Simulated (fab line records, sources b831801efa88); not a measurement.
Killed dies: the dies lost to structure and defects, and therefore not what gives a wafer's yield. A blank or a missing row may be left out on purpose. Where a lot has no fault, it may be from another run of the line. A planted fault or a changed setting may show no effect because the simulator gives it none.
Problem report, 8D (eight disciplines) form, completed by code :: flow gf180mcu :: the parts of the form that need people (team, actions taken, sign-off) are left out

== 1. PROBLEM STATEMENT ==
Mean VT_IMPLANT_2_TW at GF_VT_IMPLANT_TW_MEAS_21: 1286 over 9 wafers in 3 lots; fault-free wafers: 1214, standard deviation 9.4. That is +7.6 standard deviations from the usual mean.
Earliest sighting: wafer L334.2 on filmMetro-02 at day 7 21:09. The record has a number at this step for 39 wafers belonging to 13 lots. By rule, "out" or "out of limits" means more than 4 standard deviations away from the usual mean. The rest of the wafers with a number are treated as sound.

== 2. WHAT IT IS, WHAT IT ISN'T ==
question: which readings at this step
is: VT_IMPLANT_2_TW
is not: -

question: which lots
is: L334, L335, L336
is not: L329, L331, L332, L333, L345, L346, L347, L349, L350, L351

question: which wafers of those lots
is: all that have a number
is not: -

question: read on which gauges
is: filmMetro-02, filmMetro-03
is not: filmMetro-01

question: when
is: from day 7 21:09
is not: up to then (12 sound wafers); but 18 sound wafers of L345, L346, L347, L349, L350, L351 came after

== 3. THE SUSPECTS, EACH WITH WHAT RULES IT OUT ==
Counting: a tool at any process step up to the reading remains a suspect when it ran all the lots that are out and ran no sound lot after the first of those.
- the gauge at GF_VT_IMPLANT_TW_MEAS_21 has been ruled out. The wafers that are out were read on 2 gauges (filmMetro-02, filmMetro-03).
- implanter-01 at GF_VT_IMPLANT_IMPLANT_19: ruled out as a lasting fault. Sound lots L351 ran on it after its first lot that is out, L334 (day 7 20:55).
Left after counting: nothing in the record.

== 4. THE CAUSE (what the simulator had put in) ==
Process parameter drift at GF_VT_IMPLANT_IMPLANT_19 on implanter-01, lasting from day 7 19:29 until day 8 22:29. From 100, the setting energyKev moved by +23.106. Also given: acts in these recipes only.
The count ruled it out by mistake, since the rule takes a fault to strike every lot its tool runs from the start of the fault on, and this one did not do so.

== 5. SEQUENCE OF EFFECTS, ordered by route ==
Each row: a reading where the mean over the struck wafers with a number is more than 3 standard deviations away from the usual. Readings are gone through only where the record gives a usual standard deviation; hours: the median, over the lots, of the time from a lot's start at the first step in this table giving one to that lot's start at this step; sigmas: the change measured in usual standard deviations.
hours: 0
step: GF_VT_IMPLANT_IMPLANT_19
reading: beamEnergyKeV
usual: 100.01
on struck wafers: 123.11
change: +23.10
sigmas: +99 or more

hours: 0
step: GF_VT_IMPLANT_TW_MEAS_21
reading: VT_IMPLANT_2_TW
usual: 1214
on struck wafers: 1286
change: +72
sigmas: +7.6
Its process steps:
- GF_VT_IMPLANT_IMPLANT_19
At these later measuring or inspecting steps, every struck wafer for which the step has a row has a number for every such reading, and none has moved that far: GF_VT_IMPLANT_TW_MEAS_32, GF_TOP_METAL_OVL_MEAS_15.

== 6. WHAT WOULD HAVE CAUGHT IT SOONER ==
Counted from the fault's start at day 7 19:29, it took 2 hours until the first out-of-limits reading at a measuring or inspecting step in this record, taken at day 7 21:09.
Tool's own readings at GF_VT_IMPLANT_IMPLANT_19, beamEnergyKeV: out on all struck wafers the step has rows for; an alarm limit on them would have tripped on the first.
